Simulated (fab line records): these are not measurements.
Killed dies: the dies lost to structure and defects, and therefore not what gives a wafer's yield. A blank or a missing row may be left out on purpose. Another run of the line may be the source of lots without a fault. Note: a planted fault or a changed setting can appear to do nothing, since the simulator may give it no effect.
Problem report, 8D (eight disciplines) form, completed by code | flow sky130 | the parts of the form that need people (team, actions taken, sign-off) are left out

== 1. WHAT WENT WRONG ==
Mean POLY_GATE_CVD_00_THK at SKY_POLY_GATE_THK_MEAS_01: 196.1 nm over 6 wafers in 2 lots; fault-free wafers: 179.8 nm, standard deviation 1.5. Measured from the usual mean, that is +11 standard deviations.
First observed at day 18 00:22: wafer L717.3, on film-metro-04. At this step, 42 wafers from 14 lots have a number in the record. Rule for "out", or "out of limits": more than 4 standard deviations from the usual mean. All remaining wafers that have a number are taken as sound.

== 2. WHAT THIS IS AND IS NOT ==
question                    | is                           | is not
which readings at this step | POLY_GATE_CVD_00_THK         | -
which lots                  | L717, L719                   | L706, L707, L708, L709, L710, L711, L712, L713, L726, L727, L728, L729
which wafers of those lots  | all that have a number       | -
read on which gauges        | film-metro-01, film-metro-04 | film-metro-02
when                        | from day 18 00:22            | up to then (24 sound wafers); but 12 sound wafers of L726, L727, L728, L729 came after

== 3. SUSPECTS, AND WHAT RULES EACH OUT ==
Counting: a tool stays on the suspect list if, at a process step up to the reading, it processed all lots that are out and no sound lot following the first of them.
- the gauge at SKY_POLY_GATE_THK_MEAS_01: ruled out. Those wafers that are out were read across 2 gauges (film-metro-01, film-metro-04).
- lpcvd-01 at SKY_POLY_GATE_CVD_00 (deposits poly-Si, target thk 180 nm, time 720 s): ruled out as a lasting fault. Sound lots L726, L727, L728, L729 ran on it after its first lot that is out, L717 (day 17 23:09).
Left after counting: nothing in the record.

== 4. THE CAUSE (what the simulator had put in) ==
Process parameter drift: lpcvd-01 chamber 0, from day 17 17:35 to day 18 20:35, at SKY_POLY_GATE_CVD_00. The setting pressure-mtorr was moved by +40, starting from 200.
The count ruled it out by mistake, since the rule takes a fault to strike every lot its tool runs from the start of the fault on, and this one did not do so.

== 5. SEQUENCE OF EFFECTS, ordered by route ==
One row per reading whose mean, taken over the struck wafers that have a number, lies over 3 standard deviations from the usual. Readings are gone through only where the record gives a usual standard deviation; hours: the median, over the lots, of the time from a lot's start at the first step in this table giving one to that lot's start at this step; sigmas: the change measured in usual standard deviations.
hours | step                      | reading              | usual       | on struck wafers | change | sigmas
0     | SKY_POLY_GATE_CVD_00      | pressure-mtorr       | 200.0 mTorr | 239.9            | +39.9  | +99 or more
1     | SKY_POLY_GATE_THK_MEAS_01 | POLY_GATE_CVD_00_THK | 179.8 nm    | 196.1            | +16.3  | +11
Here are the process steps it includes:
- SKY_POLY_GATE_CVD_00: deposits poly-Si, target thk 180 nm, time 720 s.
At these later measuring or inspecting steps, every struck wafer for which the step has a row has a number for every such reading, and none has moved that far: SKY_SD_N_TW_MEAS_12.

== 6. HOW IT WOULD HAVE BEEN CAUGHT EARLIER ==
7 hours passed between the start of the fault at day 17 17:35 and the first reading out of limits at a measuring or inspecting step in this record, taken at day 18 00:22.
At SKY_POLY_GATE_CVD_00, the tool's own readings (pressure-mtorr) were out on each struck wafer the step has a row for, so an alarm limit on them would have fired on the first such wafer.
